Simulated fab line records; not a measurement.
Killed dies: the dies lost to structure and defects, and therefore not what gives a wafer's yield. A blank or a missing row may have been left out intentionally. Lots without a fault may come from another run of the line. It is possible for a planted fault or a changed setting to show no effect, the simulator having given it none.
Chamber matching || flow gf180mcu || GF_V4_CVD_02 on pecvd-01 has 3 sister chambers
The step deposits SiO2 from TEOS, target thk 850 nm, time 94.851 s. 6 wafers are shown with their chamber, then 9 later ones without.

== WAFERS, EACH WITH ITS CHAMBER ==
{"wafer": "L081.2", "chamber": 1, "heater power w (W)": 545}
{"wafer": "L081.3", "chamber": 0, "heater power w (W)": 496}
{"wafer": "L083.4", "chamber": 0, "heater power w (W)": 497}
{"wafer": "L085.3", "chamber": 2, "heater power w (W)": 587}
{"wafer": "L085.5", "chamber": 2, "heater power w (W)": 468}
{"wafer": "L085.6", "chamber": 1, "heater power w (W)": 509}

== WAFERS MISSING THEIR CHAMBER ==
{"wafer": "L087.1", "heater power w (W)": 480}
{"wafer": "L087.5", "heater power w (W)": 595}
{"wafer": "L087.6", "heater power w (W)": 539}
{"wafer": "L090.1", "heater power w (W)": 506}
{"wafer": "L090.2", "heater power w (W)": 602}
{"wafer": "L090.6", "heater power w (W)": 537}
{"wafer": "L093.1", "heater power w (W)": 595}
{"wafer": "L093.2", "heater power w (W)": 467}
{"wafer": "L093.5", "heater power w (W)": 512}

== WHICH CHAMBER EACH WENT THROUGH ==
{"wafer": "L087.1", "from the rows above": "can't be placed: 0 or 1 or 2", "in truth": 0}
{"wafer": "L087.5", "from the rows above": "can't be placed: 2 or 1 or 0", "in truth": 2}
{"wafer": "L087.6", "from the rows above": "can't be placed: 2 or 1 or 0", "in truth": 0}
{"wafer": "L090.1", "from the rows above": "can't be placed: 0 or 1 or 2", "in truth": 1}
{"wafer": "L090.2", "from the rows above": "can't be placed: 2 or 1 or 0", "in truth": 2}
{"wafer": "L090.6", "from the rows above": "can't be placed: 2 or 1 or 0", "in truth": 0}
{"wafer": "L093.1", "from the rows above": "can't be placed: 2 or 1 or 0", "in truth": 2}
{"wafer": "L093.2", "from the rows above": "can't be placed: 0 or 1 or 2", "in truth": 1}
{"wafer": "L093.5", "from the rows above": "can't be placed: 1 or 0 or 2", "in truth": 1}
Placed correctly: 0 of 9. Not placeable from these rows: 9 (in 9, the candidates include the true chamber). 0 placed wrongly.
How it was worked out, from the rows above alone: a wafer's distance from a chamber is the root of the sum, over the readings, of the square of ((its reading less the chamber's mean) divided by the reading's scatter). If the next closest chamber is less than 2 further off than the closest, the wafer can't be placed; otherwise it belongs to the closest. The mean given for a chamber averages the wafers shown for that chamber. The scatter: take each reading less its chamber's mean, square it, sum over the shown wafers, divide by the number of wafers less the number of chambers, and take the root.
